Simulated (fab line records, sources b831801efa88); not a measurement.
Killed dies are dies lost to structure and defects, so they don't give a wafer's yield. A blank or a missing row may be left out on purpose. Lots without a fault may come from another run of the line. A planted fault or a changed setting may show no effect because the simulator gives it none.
fab line records | flow sky130
record lots=6 wafers=18 last_day=50
route steps=708 shown CONTACT@424 METAL1@434 PAD_OPEN@708
lots that met no fault: from a run of the same line without faults
start_h: hours from the record's first day to the start of the lot's first wafer shown | wait_h: hours since the lot's step before | " the same as in the row above | L1.1+2: a row that stands for several wafers | - no value, or no start given | * or withheld: withheld | < > ~ a bound
route shown NAME@n: a module of which the file shows steps, and the number in the route of the first | usual: mean/standard deviation of fault-free wafers | same: alike in all rows | chamber/n: place in a boat | sites: the reading at each site | _std_site: their standard deviation | _edge_site: outer sites' mean less inner sites' | radius_mm: how far each site lies from the wafer's centre | mask NAME#n: copy n | behind: the tool/chamber that last shaped the wafer | hold: why the lot was held/for how many hours/how that ended | device: the transistor (n, p or np) that didn't switch | end of line: the same wafers' tests at the end of the route | a step without rows: its recipe alone | killed: dies lost to structure and defects at the first sort, not the wafer's yield | map: a wafer's dies, x killed, . not, _ none there
set.NAME: the setting as run; set.NAME@STEP: as run at that earlier step | model.NAME: the simulator's own value behind a step, which no gauge read
lots at some steps of the route; a table a step, a row a wafer
services: from which hour (start_h, from the record's first day; less than 0 if before it) a tool's chamber was out of use, for how many hours, and why
## steps
# step SKY_CONTACT_ETCH_18
# recipe target=Si3N4 chemistry=CHF3/O2 stop_on=TiN source_w=600 bias_w=200 pressure_mtorr=40 chf3_flow_sccm=50 O2_flow_sccm=5 time_s=39 target_depth_a=750
# step SKY_CONTACT_STRIP_19
# recipe chemistry=O2/N2 power_w=1400 pressure_mtorr=1500 platen_temp_c=withheld o2_flow_sccm=3000 n2_flow_sccm=300 overash_fraction=0.5
# step SKY_CONTACT_STRIP_20
# recipe chemistry=post_etch_residue_remover time_s=1200 temp_c=72.5
# step SKY_CONTACT_CLEAN_21
# recipe chemistry=IPA time_s=180 temp_c=25
# step SKY_CONTACT_CLEAN_22
# recipe chemistry=O3/DIW dry=n2_spin
# step SKY_CONTACT_SPUTTER_23
# recipe material=TiN target_thk_nm=20 chamber_pressure_pa=5 power_w=4000 time_s=80
# usual chamber_pressure_pa=5.001/0.011 throttle_valve_pct=30.2/0.83
# columns lot.wafer tool chamber start_h wait_h chamber_pressure_pa throttle_valve_pct
L777.2 pvd_sputter-04 - 791.50 0.0 4.999 31.6
L777.4 " - " " 4.980 29.8
L777.5 " - " " 5.009 30.1
L779.1 pvd_sputter-02 - 802.85 0.0 5.000 31.5
L779.2 " - " " 4.996 29.2
L779.3 " - " " 4.979 29.9
L780.4 pvd_sputter-02 - 809.10 0.0 4.998 29.2
L780.5 " - " " 4.999 28.8
L780.6 " - " " 5.005 31.5
L781.1 pvd_sputter-04 - 815.00 0.0 4.997 29.4
L781.2 " - " " 5.024 29.9
L781.4 " - " " 5.007 29.6
L789.2 pvd_sputter-03 - 879.85 0.0 5.016 31.0
L789.3 " - " " 4.992 29.7
L789.6 " - " " 4.989 30.1
L793.4 pvd_sputter-04 - 909.83 0.0 5.002 30.0
L793.5 " - " " 5.000 31.7
L793.6 " - " " 5.014 30.3
# step SKY_CONTACT_CVD_24
# recipe material=W target_thk_nm=340 time_s=102.12 temp_c=400 pressure_torr=40
# usual chamber_pressure_Torr=40.00/0.097 heater_power_w=827/77
# columns lot.wafer tool chamber start_h wait_h chamber_pressure_Torr heater_power_w since_wet_clean_h
L777.2 cvd_w-02 1 791.56 0.0 40.04 750 388
L777.4 " 1 " " 40.07 767 -
L777.5 " 1 " " 39.89 778 -
L779.1 cvd_w-01 1 802.91 0.0 39.96 910 896
L779.2 " 0 " " 40.07 864 896
L779.3 " 1 " " 39.91 913 -
L780.4 cvd_w-02 1 809.20 0.1 40.05 770 -
L780.5 " 1 " " 39.99 763 -
L780.6 " 0 " " 40.04 720 -
L781.1 cvd_w-02 0 815.07 0.0 40.10 726 411
L781.2 " 1 " " 40.08 750 411
L781.4 " 0 " " 39.96 714 -
L789.2 cvd_w-01 0 879.91 0.0 39.94 888 973
L789.3 " 1 " " 40.04 922 -
L789.6 " 0 " " 40.16 879 -
L793.4 cvd_w-02 1 909.93 0.1 39.93 794 -
L793.5 " 0 " " 39.90 723 -
L793.6 " 1 " " 39.85 757 -
# step SKY_CONTACT_RS_MEAS_25
# recipe thk_meas_gauge=four-point-probe reads=W_of_CONTACT_CVD_24+TiN_of_CONTACT_SPUTTER_23
# usual CONTACT_W_RS=0.338/0.0037
# columns lot.wafer tool chamber start_h wait_h CONTACT_W_RS[ohm/sq]
L777.2 film_metro-01 - 791.69 0.1 0.338
L777.4 " - " " 0.338
L777.5 " - " " 0.341
L779.1 film_metro-03 - 803.02 0.1 0.341
L779.2 " - " " 0.342
L779.3 " - " " 0.338
L780.4 film_metro-01 - 809.33 0.1 0.341
L780.5 " - " " 0.337
L780.6 " - " " 0.342
L781.1 film_metro-01 - 815.18 0.1 0.344
L781.2 " - " " 0.336
L781.4 " - " " 0.342
L789.2 film_metro-04 - 880.04 0.1 0.335
L789.3 " - " " 0.335
L789.6 " - " " 0.333
L793.4 film_metro-01 - 910.06 0.1 0.335
L793.5 " - " " 0.340
L793.6 " - " " 0.335
# step SKY_CONTACT_THK_MEAS_26
# recipe thk_meas_gauge=xrf reads=W_of_CONTACT_CVD_24
# usual CONTACT_W_THK=336/5
# columns lot.wafer tool chamber start_h wait_h CONTACT_W_THK[nm]
L777.2 film_metro-01 - 791.80 0.1 332
L777.4 " - " " 332
L777.5 " - " " 332
L779.1 film_metro-03 - 803.14 0.1 332
L779.2 " - " " 332
L779.3 " - " " 336
L780.4 film_metro-01 - 809.42 0.1 331
L780.5 " - " " 334
L780.6 " - " " 329
L781.1 film_metro-01 - 815.30 0.1 328
L781.2 " - " " 336
L781.4 " - " " 329
L789.2 film_metro-04 - 880.15 0.1 341
L789.3 " - " " 342
L789.6 " - " " 345
L793.4 film_metro-01 - 910.15 0.1 336
L793.5 " - " " 331
L793.6 " - " " 331
# step SKY_CONTACT_CMP_27
# recipe stop_on=SiO2 t_overpolish_s=15 down_force_psi=3.5 platen_rpm=60 target_thk_nm=0 pad_velocity_m_s=0.94248
# usual head_pressure_psi=3.499/0.0068 motor_current_A=11.3/1 overpolish_run_s=15.001/0.0088 retaining_ring_pressure_frac=1.000/0.005 slurry_flow_ml_min=150.0/0.47 time_to_endpoint_s=83/3.3
# same t_overpolish_s=15
# columns lot.wafer tool chamber start_h wait_h head_pressure_psi motor_current_A overpolish_run_s retaining_ring_pressure_frac slurry_flow_ml_min time_to_endpoint_s
L777.2 cmp-01 2 791.85 0.0 3.511 10.3 15.007 0.998 150.5 86
L777.4 " 0 " " 3.505 10.9 15.017 1.004 150.0 85
L777.5 " 2 " " 3.509 10.4 14.988 1.001 150.2 88
L779.1 cmp-02 3 803.25 0.1 3.502 10.9 15.011 1.000 150.3 80
L779.3 " 0 " " 3.502 9.4 15.010 1.003 149.9 82
L779.2 " 1 " " 3.496 11.9 15.010 0.999 149.3 82
L780.4 cmp-02 1 809.55 0.1 3.491 12.7 15.010 0.996 149.9 82
L780.5 " 3 " " 3.515 11.1 15.023 1.004 150.1 82
L780.6 " 0 " " 3.503 9.5 15.000 0.995 149.5 84
L781.2 cmp-01 3 815.36 0.0 3.503 11.8 15.001 1.001 149.8 79
L781.4 " 0 " " 3.499 11.0 15.005 1.006 149.7 79
L781.1 " 2 " " 3.510 10.2 14.995 0.997 149.4 81
L789.3 cmp-01 3 880.20 0.0 3.503 10.7 15.002 0.997 149.2 86
L789.2 " 1 " " 3.493 12.1 15.003 0.994 149.7 91
L789.6 " 0 " " 3.499 11.2 15.015 1.000 150.0 88
L793.4 cmp-02 0 910.55 0.4 3.496 9.7 15.005 1.010 150.0 78
L793.5 " 3 " " 3.503 11.5 14.997 1.005 150.1 76
L793.6 " 0 " " 3.493 9.4 15.020 1.008 150.1 82
# step SKY_METAL1_SPUTTER_00
# recipe material=Ti target_thk_nm=15 power_w=3000 time_s=10 chamber_pressure_pa=0.4
# step SKY_METAL1_SPUTTER_01
# recipe material=TiN target_thk_nm=20 power_w=6500 time_s=16.7 chamber_pressure_pa=0.4
# step SKY_METAL1_SPUTTER_02
# recipe material=AlCu target_thk_nm=250 power_w=10600 time_s=13.3 chamber_pressure_pa=0.4
# usual chamber_pressure_pa=0.4001/0.00084 throttle_valve_pct=30.4/0.54
# columns lot.wafer tool chamber start_h wait_h chamber_pressure_pa throttle_valve_pct model.AlCu_of_METAL1_SPUTTER_02.thk_nm
L777.2 pvd_sputter-01 - 792.20 0.0 0.3994 31.0 251.7
L777.4 " - " " 0.3999 29.9 252.9
L777.5 " - " " 0.4002 30.1 253.2
L779.1 pvd_sputter-03 - 803.55 0.0 0.4001 30.9 246.9
L779.2 " - " " 0.4000 30.3 244.5
L779.3 " - " " 0.3996 29.3 246.8
L780.4 pvd_sputter-01 - 809.81 0.0 0.3421 32.6 258.4
L780.5 " - " " 0.3435 33.3 257.7
L780.6 " - " " 0.3423 33.4 259.2
L781.1 pvd_sputter-01 - 815.70 0.0 0.3429 33.5 256.4
L781.2 " - " " 0.3432 33.3 258.9
L781.4 " - " " 0.3421 33.5 257.8
L789.2 pvd_sputter-01 - 880.55 0.0 0.3999 29.6 247.9
L789.3 " - " " 0.4000 29.9 246.5
L789.6 " - " " 0.4009 29.9 248.4
L793.4 pvd_sputter-01 - 910.85 0.0 0.4010 29.9 248.6
L793.5 " - " " 0.4004 29.9 248.6
L793.6 " - " " 0.4013 31.2 249
# step SKY_METAL1_SPUTTER_03
# recipe material=Ti target_thk_nm=5 power_w=3000 time_s=3.3 chamber_pressure_pa=0.4
# step SKY_METAL1_SPUTTER_04
# recipe material=TiN target_thk_nm=70 power_w=6500 time_s=58.3 chamber_pressure_pa=0.4
# usual chamber_pressure_pa=0.4000/0.00089 throttle_valve_pct=30.3/0.51
# columns lot.wafer tool chamber start_h wait_h chamber_pressure_pa throttle_valve_pct
L777.2 pvd_sputter-01 - 792.25 0.0 0.4004 30.9
L777.4 " - " " 0.3982 30.0
L777.5 " - " " 0.3993 29.8
L779.1 pvd_sputter-03 - 803.59 0.0 0.4010 30.7
L779.2 " - " " 0.3981 30.0
L779.3 " - " " 0.4011 29.6
L780.4 pvd_sputter-01 - 809.87 0.0 0.3999 29.9
L780.5 " - " " 0.3997 31.0
L780.6 " - " " 0.3996 31.0
L781.1 pvd_sputter-01 - 815.75 0.0 0.4027 30.6
L781.2 " - " " 0.3988 30.7
L781.4 " - " " 0.4016 31.2
L789.2 pvd_sputter-01 - 880.59 0.0 0.3982 29.8
L789.3 " - " " 0.3997 30.0
L789.6 " - " " 0.3995 30.0
L793.4 pvd_sputter-01 - 910.89 0.0 0.4004 29.9
L793.5 " - " " 0.4005 29.7
L793.6 " - " " 0.4003 30.9
# step SKY_METAL1_RS_MEAS_05
# recipe thk_meas_gauge=four-point-probe reads=TiN_of_METAL1_SPUTTER_04+Ti_of_METAL1_SPUTTER_03+AlCu_of_METAL1_SPUTTER_02+TiN_of_METAL1_SPUTTER_01+Ti_of_METAL1_SPUTTER_00
# usual METAL1_ALCU_RS=0.1270/0.0011
# columns lot.wafer tool chamber start_h wait_h METAL1_ALCU_RS[ohm/sq]
L777.2 film_metro-02 - 792.31 0.0 0.1259
L777.4 " - " " 0.1252
L777.5 " - " " 0.1251
L779.1 film_metro-02 - 803.64 0.0 0.1282
L779.2 " - " " 0.1293
L779.3 " - " " 0.1284
L780.4 film_metro-04 - 809.95 0.1 0.1212
L780.5 " - " " 0.1214
L780.6 " - " " 0.1209
L781.1 film_metro-03 - 815.79 0.0 0.1227
L781.2 " - " " 0.1211
L781.4 " - " " 0.1215
L789.2 film_metro-03 - 880.66 0.0 0.1282
L789.3 " - " " 0.1290
L789.6 " - " " 0.1279
L793.4 film_metro-02 - 911.00 0.1 0.1274
L793.5 " - " " 0.1272
L793.6 " - " " 0.1271
# step SKY_METAL1_THK_MEAS_06
# recipe thk_meas_gauge=xrf reads=AlCu_of_METAL1_SPUTTER_02
# usual METAL1_ALCU_THK=246.9/2.6
# columns lot.wafer tool chamber start_h wait_h METAL1_ALCU_THK[nm]
L777.2 film_metro-02 - 792.42 0.1 248.3
L777.4 " - " " 251.8
L777.5 " - " " 251.9
L779.1 film_metro-02 - 803.76 0.1 243.0
L779.2 " - " " 242.2
L779.3 " - " " 244.4
L780.4 film_metro-04 - 810.04 0.1 256.0
L780.5 " - " " 255.2
L780.6 " - " " 254.5
L781.1 film_metro-03 - 815.91 0.1 253.5
L781.2 " - " " 255.9
L781.4 " - " " 253.8
L789.2 film_metro-03 - 880.77 0.1 245.6
L789.3 " - " " 242.5
L789.6 " - " " 245.1
L793.4 film_metro-02 - 911.09 0.1 245.0
L793.5 " - " " 244.0
L793.6 " - " " 244.4
# step SKY_METAL1_DEHYDRATE_07
# recipe temp_c=200 time_s=60
# step SKY_METAL1_HMDS_08
# recipe prime_time_s=60 prime_temp_c=120
# step SKY_METAL1_COAT_09
# recipe resist=BARC temp_c=withheld time_s=withheld spin_rpm=3000 resist_thk_nm=60
# step SKY_METAL1_COAT_10
# recipe resist=KrF-thick spin_rpm=3000 resist_thk_nm=450
# step SKY_METAL1_SOFTBAKE_11
# recipe temp_c=100 time_s=90 resist=KrF-thick
# step SKY_METAL1_EXPOSE_12
# recipe mask_id=MM1 na=0.8 source_shape=annular sigma_inner=0.55 sigma_outer=0.85 target_cd_nm=140 dose_mj=28
# step SKY_METAL1_PEB_13
# recipe peb_temp_c=withheld peb_time_s=withheld resist=KrF-thick
# step SKY_METAL1_DEVELOP_14
# recipe develop_time_s=60 resist=KrF-thick dev_temp_c=21
# step SKY_METAL1_CD_MEAS_15
# recipe target_cd_nm=140
# usual cd_nm=139.9/1.5
# columns lot.wafer tool chamber start_h wait_h cd_nm
L777.2 cd_sem-01 - 819.09 - 138.9
L777.4 " - " " 141.1
L777.5 " - " " 139.3
L779.1 cd_sem-02 - 829.87 - 138.4
L779.2 " - " " 138.2
L779.3 " - " " 138.8
L780.4 cd_sem-02 - 836.68 - 139.5
L780.5 " - " " 139.2
L780.6 " - " " 138.5
L781.1 cd_sem-01 - 842.03 - 140.6
L781.2 " - " " 140.9
L781.4 " - " " 142.4
L789.2 cd_sem-02 - 906.29 - 143.0
L789.3 " - " " 142.7
L789.6 " - " " 141.0
L793.4 cd_sem-01 - 935.93 - 136.1
L793.5 " - " " 137.8
L793.6 " - " " 136.6
# step SKY_METAL1_OVL_MEAS_16
# usual METAL1_OVL=0/5.7
# columns lot.wafer tool chamber start_h wait_h METAL1_OVL[nm]
L777.2 overlay-02 - 819.19 0.1 -3
L777.4 " - " " -7
L777.5 " - " " -12
L779.1 overlay-01 - 829.99 0.1 -3
L779.2 " - " " -8
L779.3 " - " " -3
L780.4 overlay-01 - 836.76 0.1 5
L780.5 " - " " -1
L780.6 " - " " -3
L781.1 overlay-01 - 842.15 0.1 8
L781.2 " - " " -1
L781.4 " - " " 4
L789.2 overlay-02 - 906.39 0.1 3
L789.3 " - " " 0
L789.6 " - " " -2
L793.4 overlay-02 - 936.01 0.1 6
L793.5 " - " " 9
L793.6 " - " " 0
# step SKY_METAL1_DESCUM_17
# recipe chemistry=O2 source_power_w=150 bias_power_w=0 pressure_mtorr=10 temp_c=40 time_s=8
# usual drypump_motor_current_A=5.7/0.47 oes_product_au=0.996/0.0094
# columns lot.wafer tool chamber start_h wait_h drypump_motor_current_A oes_product_au rf_hours_counter_h
L777.2 rie_metal-03 0 819.23 0.0 5.4 0.977 -
L777.4 " 0 " " 5.4 0.984 -
L777.5 " 0 " " 5.5 0.982 -
L779.1 rie_metal-03 0 830.02 0.0 5.5 0.998 16
L779.2 " 0 " " 5.5 0.988 -
L779.3 " 0 " " 5.5 0.987 -
L780.4 rie_metal-02 1 836.79 0.0 5.2 1.002 -
L780.5 " 0 " " 6.4 0.984 -
L780.6 " 1 " " 5.1 0.989 -
L781.1 rie_metal-02 0 842.19 0.0 6.4 1.007 12
L781.2 " 1 " " 5.2 1.006 14
L781.4 " 0 " " 6.4 1.008 -
L789.2 rie_metal-04 1 906.42 0.0 5.3 1.002 7
L789.3 " 0 " " 6.4 1.008 -
L789.6 " 1 " " 5.3 0.997 -
L793.4 rie_metal-04 0 936.04 0.0 6.4 1.001 -
L793.5 " 1 " " 5.3 0.989 -
L793.6 " 0 " " 6.4 1.014 -
# step SKY_METAL1_ETCH_18
# recipe chemistry=N2/H2 target=BARC ion_energy_ev=200 bias_w=100 pressure_mtorr=30 n2_flow_sccm=100 h2_flow_sccm=200 icp_w=500 stop_on=SiO2 time_s=45.9 target_depth_a=600
# step SKY_METAL1_METAL_ETCH_19
# recipe target_depth_a=3600 stop_on=SiO2 over_etch_frac=0.3 time_s=78 chemistry=Cl2/BCl3 resist_sidewall_deg=88 pressure_mtorr=10 icp_w=900 bias_w=48.5 Cl2_flow_sccm=60 bcl3_flow_sccm=30
# usual drypump_motor_current_A=5.7/0.46 oes_product_au=0.854/0.0051 throttle_valve_pct=22.264/0.0091
# columns lot.wafer tool chamber start_h wait_h drypump_motor_current_A oes_product_au rf_hours_counter_h throttle_valve_pct model.etch.depth_nm model.METAL1.feature_depth_nm
L777.2 rie_metal-03 0 819.44 0.1 5.5 0.856 - 22.251 361 361
L777.4 " 0 " " 5.5 0.851 - 22.269 361.1 361.1
L777.5 " 0 " " 5.5 0.859 - 22.260 361.9 361.9
L779.1 rie_metal-03 0 830.21 0.1 5.5 0.854 16 22.258 357.9 357.9
L779.2 " 0 " " 5.5 0.847 - 22.258 354.4 354.4
L779.3 " 0 " " 5.5 0.842 - 22.274 357 357
L780.4 rie_metal-02 1 836.90 0.1 5.2 0.846 - 22.277 353.6 353.6
L780.5 " 0 " " 6.4 0.848 - 22.261 353.7 353.7
L780.6 " 1 " " 5.2 0.850 - 22.243 354.3 354.3
L781.1 rie_metal-02 0 842.28 0.0 6.4 0.865 12 22.262 367.4 367.4
L781.2 " 1 " " 5.2 0.844 14 22.256 354 354
L781.4 " 0 " " 6.4 0.847 - 22.248 354.3 354.3
L789.2 rie_metal-04 1 906.52 0.0 5.3 0.849 7 22.252 357.8 357.8
L789.3 " 0 " " 6.4 0.855 - 22.252 356.5 356.5
L789.6 " 1 " " 5.3 0.855 - 22.258 359.1 359.1
L793.4 rie_metal-04 0 936.15 0.1 6.4 0.851 - 22.261 358.9 358.9
L793.5 " 1 " " 5.3 0.847 - 22.266 358.2 358.2
L793.6 " 0 " " 6.3 0.856 - 22.259 359.5 359.5
# step SKY_METAL1_STRIP_20
# recipe chemistry=O2/N2 power_w=1400 pressure_mtorr=1500 platen_temp_c=withheld o2_flow_sccm=3000 n2_flow_sccm=300 overash_fraction=0.5
# step SKY_PAD_OPEN_PROBE_99
# usual defect_limited_yield=82.5/2 killed_at_M0_to_M3=44/7 killed_at_M4_up=3.4/1.7 killed_at_contacts=24/4.9 killed_at_front_end=15/4.5 killed_at_other=0.4/0.61 killed_dies=86/9.7 killed_open=47/7.1 killed_short=39/6.1 sort_bin_3_pad_short=0.9/0.42 sort_bin_5_function=10.4/1.4 sort_bin_6_memory=6.2/1.2 sort_n_pass=406/9.7 sort_yield_pct=82.5/2
# same gross_dies=492 killed_at_back_side=0 sort_bin_4_leakage[%]=0 sort_bin_8_speed[%]=0
# columns lot.wafer tool chamber start_h wait_h defect_limited_yield[%] killed_at_M0_to_M3 killed_at_M4_up killed_at_contacts killed_at_front_end killed_at_other killed_dies killed_open killed_short sort_bin_3_pad_short[%] sort_bin_5_function[%] sort_bin_6_memory[%] sort_n_pass sort_yield_pct[%] model.etest.met1.rs_ohm_sq
L777.2 prober-02 - 1119.25 0.1 82.7 25 2 29 29 0 85 45 39 1.2 11.0 5.1 407 82.7 0.1285
L777.4 prober-02 - 1119.35 0.2 79.5 50 2 28 20 1 101 59 41 0.6 13.4 6.5 391 79.5 0.1266
L777.5 prober-02 - 1119.40 0.2 81.7 50 4 22 14 0 90 45 45 1.2 10.8 6.3 402 81.7 0.1277
L779.1 prober-02 - 1126.99 0.1 82.3 49 2 24 12 0 87 53 33 0.4 10.8 6.5 405 82.3 0.1307
L779.2 prober-02 - 1127.04 0.1 82.7 49 3 23 10 0 85 46 38 0.6 11.6 5.1 407 82.7 0.131
L779.3 prober-02 - 1127.09 0.2 81.3 48 4 23 15 2 92 48 44 0.8 11.2 6.7 400 81.3 0.13
L780.4 prober-01 - 1132.40 0.2 82.9 48 3 13 19 1 84 46 38 0.4 10.2 6.5 408 82.9 0.1248
L780.5 prober-01 - 1132.45 0.2 81.7 43 3 23 20 1 90 52 37 0.4 9.3 8.5 402 81.7 0.1241
L780.6 prober-01 - 1132.50 0.2 83.1 43 3 31 6 0 83 55 28 0.6 10.2 6.1 409 83.1 0.1231
L781.1 prober-02 - 1136.15 0.1 81.5 53 1 24 12 1 91 50 40 0.8 10.2 7.5 401 81.5 0.1247
L781.2 prober-02 - 1136.20 0.1 81.5 40 4 26 19 2 91 49 40 0.8 10.2 7.5 401 81.5 0.1239
L781.4 prober-02 - 1136.30 0.2 86.2 33 3 20 12 0 68 38 30 0.2 6.1 7.5 424 86.2 0.1233
L789.2 prober-01 - 1181.53 0.1 79.7 51 2 26 21 0 100 60 39 0.4 11.6 8.3 392 79.7 0.1302
L789.3 prober-01 - 1181.58 0.2 81.1 50 3 25 15 0 93 47 43 1.2 10.4 7.3 399 81.1 0.1302
L789.6 prober-01 - 1181.73 0.2 83.3 34 5 29 14 0 82 49 33 0.6 10.2 5.9 410 83.3 0.1281
L793.4 prober-02 - 1202.99 0.2 83.5 35 4 25 17 0 81 42 39 0.6 10.0 5.9 411 83.5 0.1294
L793.5 prober-02 - 1203.04 0.2 81.9 53 3 20 12 1 89 43 46 1.6 9.3 7.1 403 81.9 0.1295
L793.6 prober-02 - 1203.09 0.2 83.5 40 2 25 14 0 81 38 43 1.2 10.2 5.1 411 83.5 0.1271
# killed by level:class
L777.2 FIELD_ISO:geometric_particle:open=11 CONTACT:geometric_particle:open=9 FIELD_ISO:geometric_particle:short=7 LOCAL_INTERCONNECT:geometric_particle:short=7 METAL3:geometric_particle:short=5 CONTACT:geometric_particle:short=5 LI_CONTACT:geometric_particle:open=5 VIA3:geometric_particle:open=4
L777.4 VIA3:geometric_particle:open=16 CONTACT:geometric_particle:open=11 FIELD_ISO:geometric_particle:open=9 VIA1:geometric_particle:open=9 LI_CONTACT:geometric_particle:open=5 VIA2:geometric_particle:short=5 LI_CONTACT:geometric_particle:short=4 VIA1:geometric_particle:short=4
L777.5 VIA1:geometric_particle:open=10 LI_CONTACT:geometric_particle:open=9 VIA3:geometric_particle:open=8 VIA2:geometric_particle:open=7 CONTACT:geometric_particle:short=6 METAL1:geometric_particle:short=6 METAL2:geometric_particle:short=6 METAL3:geometric_particle:short=5
L779.1 VIA2:geometric_particle:open=13 VIA1:geometric_particle:open=10 CONTACT:geometric_particle:open=9 VIA1:geometric_particle:short=7 LI_CONTACT:geometric_particle:open=7 VIA3:geometric_particle:open=7 POLY_GATE:geometric_particle:short=5 LOCAL_INTERCONNECT:geometric_particle:short=3
L779.2 VIA1:geometric_particle:open=11 LI_CONTACT:geometric_particle:open=8 CONTACT:geometric_particle:open=8 METAL1:geometric_particle:short=7 VIA1:geometric_particle:short=7 VIA3:geometric_particle:open=5 VIA3:geometric_particle:short=5 VIA2:geometric_particle:open=4
L779.3 VIA1:geometric_particle:open=16 CONTACT:geometric_particle:open=8 LOCAL_INTERCONNECT:geometric_particle:short=6 LI_CONTACT:geometric_particle:open=5 METAL1:geometric_particle:short=5 VIA2:geometric_particle:open=5 POLY_GATE:geometric_particle:short=4 VIA3:geometric_particle:open=4
L780.4 VIA1:geometric_particle:open=18 VIA1:geometric_particle:short=8 FIELD_ISO:geometric_particle:short=5 CONTACT:geometric_particle:open=5 METAL1:geometric_particle:short=4 VIA3:geometric_particle:open=4 FIELD_ISO:geometric_particle:open=3 VIA2:geometric_particle:open=3
L780.5 CONTACT:geometric_particle:open=12 VIA1:geometric_particle:open=7 VIA3:geometric_particle:open=7 FIELD_ISO:geometric_particle:open=6 METAL2:geometric_particle:short=6 VIA2:geometric_particle:open=6 POLY_GATE:geometric_particle:open=5 CONTACT:geometric_particle:short=5
L780.6 CONTACT:geometric_particle:open=15 VIA3:geometric_particle:open=10 VIA1:geometric_particle:open=9 LI_CONTACT:geometric_particle:open=7 CONTACT:geometric_particle:short=7 VIA3:geometric_particle:short=7 VIA2:geometric_particle:open=7 VIA1:geometric_particle:short=4
L781.1 VIA1:geometric_particle:open=13 CONTACT:geometric_particle:open=12 VIA2:geometric_particle:open=7 METAL2:geometric_particle:short=6 POLY_GATE:geometric_particle:short=5 VIA2:geometric_particle:short=5 CONTACT:geometric_particle:short=4 METAL1:geometric_particle:short=4
L781.2 CONTACT:geometric_particle:open=11 CONTACT:geometric_particle:short=7 VIA1:geometric_particle:open=7 VIA3:geometric_particle:open=7 METAL1:geometric_particle:short=6 VIA2:geometric_particle:open=5 FIELD_ISO:geometric_particle:open=4 FIELD_ISO:geometric_particle:short=4
L781.4 CONTACT:geometric_particle:open=12 VIA2:geometric_particle:open=7 CONTACT:geometric_particle:short=5 METAL1:geometric_particle:short=5 VIA1:geometric_particle:open=5 VIA1:geometric_particle:short=5 FIELD_ISO:geometric_particle:open=3 POLY_GATE:geometric_particle:short=3
L789.2 VIA1:geometric_particle:open=20 CONTACT:geometric_particle:open=11 VIA2:geometric_particle:open=9 CONTACT:geometric_particle:short=7 METAL1:geometric_particle:short=5 POLY_GATE:geometric_particle:short=4 POLY_GATE:geometric_particle:open=4 LI_CONTACT:geometric_particle:open=4
L789.3 VIA1:geometric_particle:open=12 CONTACT:geometric_particle:open=8 LOCAL_INTERCONNECT:geometric_particle:short=5 VIA1:geometric_particle:short=5 VIA2:geometric_particle:open=5 VIA3:geometric_particle:short=5 VIA3:geometric_particle:open=5 FIELD_ISO:geometric_particle:open=4
L789.6 CONTACT:geometric_particle:open=14 CONTACT:geometric_particle:short=7 VIA3:geometric_particle:open=6 VIA2:geometric_particle:open=6 VIA1:geometric_particle:open=6 FIELD_ISO:geometric_particle:open=5 METAL1:geometric_particle:short=5 VIA1:geometric_particle:short=4
L793.4 VIA1:geometric_particle:open=9 POLY_GATE:geometric_particle:short=6 CONTACT:geometric_particle:short=6 CONTACT:geometric_particle:open=6 VIA2:geometric_particle:open=6 FIELD_ISO:geometric_particle:open=5 METAL1:geometric_particle:short=5 LI_CONTACT:geometric_particle:open=4
L793.5 VIA1:geometric_particle:open=11 CONTACT:geometric_particle:open=7 METAL1:geometric_particle:short=7 METAL2:geometric_particle:short=7 VIA2:geometric_particle:open=7 VIA3:geometric_particle:open=6 LOCAL_INTERCONNECT:geometric_particle:short=5 VIA1:geometric_particle:short=5
L793.6 POLY_GATE:geometric_particle:short=9 VIA1:geometric_particle:open=9 CONTACT:geometric_particle:open=8 VIA3:geometric_particle:open=7 METAL2:geometric_particle:short=6 LI_CONTACT:geometric_particle:open=5 LOCAL_INTERCONNECT:geometric_particle:short=4 CONTACT:geometric_particle:short=4
## services
# columns tool chamber start_h hours kind
pvd_sputter-02 - 768.86 9.1 repair
pvd_sputter-04 - 770.27 6.0 repair
cmp-01 - 784.77 2.9 repair
cmp-02 - 787.81 5.6 pm
pvd_sputter-04 - 791.63 6.7 repair
cvd_w-01 1 791.64 3.2 repair
pvd_sputter-01 1 800.69 - consumable_replace:kit
cmp-01 - 814.40 0.8 repair
pvd_sputter-03 - 814.96 2.6 repair
pvd_sputter-04 - 822.06 1.9 repair
pvd_sputter-04 - 825.36 3.1 repair
cmp-01 - 826.95 4.8 pm
cmp-02 - 836.85 0.8 repair
cmp-02 - 846.64 2.4 repair
cmp-01 - 848.47 1.1 repair
pvd_sputter-03 - 858.00 2.0 repair
cmp-01 - 892.82 0.4 repair
cvd_w-01 - 904.00 14.0 pm
cmp-01 - 907.14 7.5 pm
cmp-02 - 909.67 0.5 repair
pvd_sputter-03 - 911.76 4.0 repair
cmp-01 - 914.69 4.0 pm
cmp-01 - 931.04 23.4 repair
cvd_w-02 1 933.41 2.8 repair
## key
first_sign step=SKY_METAL1_SPUTTER_02 reading=chamber_pressure_pa direction=down sigmas=68 usual=0.4001 struck=0.3427
effect step=SKY_METAL1_SPUTTER_02 reading=throttle_valve_pct direction=up sigmas=5.4 usual=30.4 struck=33.3
effect step=SKY_METAL1_RS_MEAS_05 reading=METAL1_ALCU_RS direction=down sigmas=5.1 usual=0.1270 struck=0.1215
effect step=SKY_METAL1_THK_MEAS_06 reading=METAL1_ALCU_THK direction=up sigmas=3 usual=246.9 struck=254.8
model_effect step=SKY_METAL1_SPUTTER_02 value=AlCu_of_METAL1_SPUTTER_02.thk_nm without=250.4 struck=258.1
model_effect step=SKY_METAL1_METAL_ETCH_19 value=etch.depth_nm without=361 struck=356.2
model_effect step=SKY_PAD_OPEN_PROBE_99 value=etest.met1.rs_ohm_sq without=0.1279 struck=0.124
met_at SKY_METAL1_SPUTTER_02
struck_wafers L780.4,L780.5,L780.6,L781.1,L781.2,L781.4
onset_between 792.20 809.81
fault kind=process_parameter_drift tool=pvd_sputter-01 chamber=- onset_h=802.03 steps=SKY_METAL1_SPUTTER_02 channel=chamber_pressure_pa offset=-0.05757 shape=step end_h=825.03 acts_in=these_recipes_only stated=0.4
